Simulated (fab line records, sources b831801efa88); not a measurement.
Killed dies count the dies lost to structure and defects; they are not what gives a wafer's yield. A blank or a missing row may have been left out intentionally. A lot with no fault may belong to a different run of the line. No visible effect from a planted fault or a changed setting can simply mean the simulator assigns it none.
Problem report, 8D (eight disciplines) form, completed by code + flow gf180mcu + the parts of the form that need people (team, actions taken, sign-off) are left out

## 1. THE ISSUE
Mean HV_LDD_2_TW at GF_HV_LDD_TW_MEAS_23: 973 over 9 wafers in 3 lots; fault-free wafers: 1051, standard deviation 5.4. Relative to the usual mean, that is a shift of -15 standard deviations.
Seen first at day 14 20:50 on film metro-01, wafer L934.1. Wafers with a number at this step in the record: 39, from 13 lots. The rule behind "out" and "out of limits": a value lying over 4 standard deviations away from the usual mean. The other wafers with a number count as sound.

## 2. WHAT IT IS, AND WHAT IT ISN'T
| question                    | is                           | is not                                                                    |
|-----------------------------|------------------------------|---------------------------------------------------------------------------|
| which readings at this step | HV_LDD_2_TW                  | -                                                                         |
| which lots                  | L934, L936, L937             | L921, L924, L925, L926, L929, L930, L931, L932, L938, L944                |
| which wafers of those lots  | all that have a number       | -                                                                         |
| read on which gauges        | film metro-01, film metro-02 | film metro-04                                                             |
| when                        | from day 14 20:50            | up to then (24 sound wafers); but 6 sound wafers of L938, L944 came after |

## 3. WHAT RULES OUT EACH SUSPECT
Counting: any tool at a process step up to the reading is kept as a suspect provided that every lot that is out went through it and no sound lot did after the first of them.
- ruled out: the gauge at GF_HV_LDD_TW_MEAS_23. The wafers that are out were read on 2 gauges (film metro-01, film metro-02).
- implanter-02 at GF_HV_LDD_IMPLANT_21: ruled out as a lasting fault. Sound lots L944 ran on it after its first lot that is out, L934 (day 14 20:35).
Left after counting: nothing in the record.

## 4. THE CAUSE (what the simulator had put in)
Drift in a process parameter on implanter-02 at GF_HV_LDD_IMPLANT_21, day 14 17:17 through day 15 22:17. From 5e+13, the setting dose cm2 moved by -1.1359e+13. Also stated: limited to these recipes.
The count ruled it out by mistake, since the rule takes a fault to strike every lot its tool runs from the start of the fault on, and this one did not do so.

## 5. THE CHAIN OF EFFECTS, in route order
Rows list readings where the struck wafers' mean (over those with a number) sits beyond 3 standard deviations from the usual. Scope: only readings with a usual standard deviation given in the record; hours: median across lots of the time from each lot's start at the first step in this table that gives one to its start at this step; sigmas: change in usual standard deviations.
| hours | step                 | reading            | usual     | on struck wafers | change     | sigmas      |
|-------|----------------------|--------------------|-----------|------------------|------------|-------------|
| 0     | GF_HV_LDD_IMPLANT_21 | dose ions cm2      | 5.001e+13 | 3.866e+13        | -1.135e+13 | -99 or more |
| 0     | GF_HV_LDD_IMPLANT_21 | faraday current uA | 283       | 219              | -64        | -13         |
| 0     | GF_HV_LDD_TW_MEAS_23 | HV_LDD_2_TW        | 1051      | 973              | -78        | -15         |
Here are the process steps it includes:
- GF_HV_LDD_IMPLANT_21
At these later measuring or inspecting steps, every struck wafer for which the step has a row has a number for every such reading, and none has moved that far: GF_PSD_RS_MEAS_14.

## 6. WHAT WOULD HAVE CAUGHT IT SOONER
The first out-of-limits reading at a measuring or inspecting step in this record came at day 14 20:50, 4 hours after the fault's start at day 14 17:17.
Tool's own readings at GF_HV_LDD_IMPLANT_21, dose ions cm2, faraday current uA: out on all struck wafers the step has rows for; an alarm limit on them would have tripped on the first.
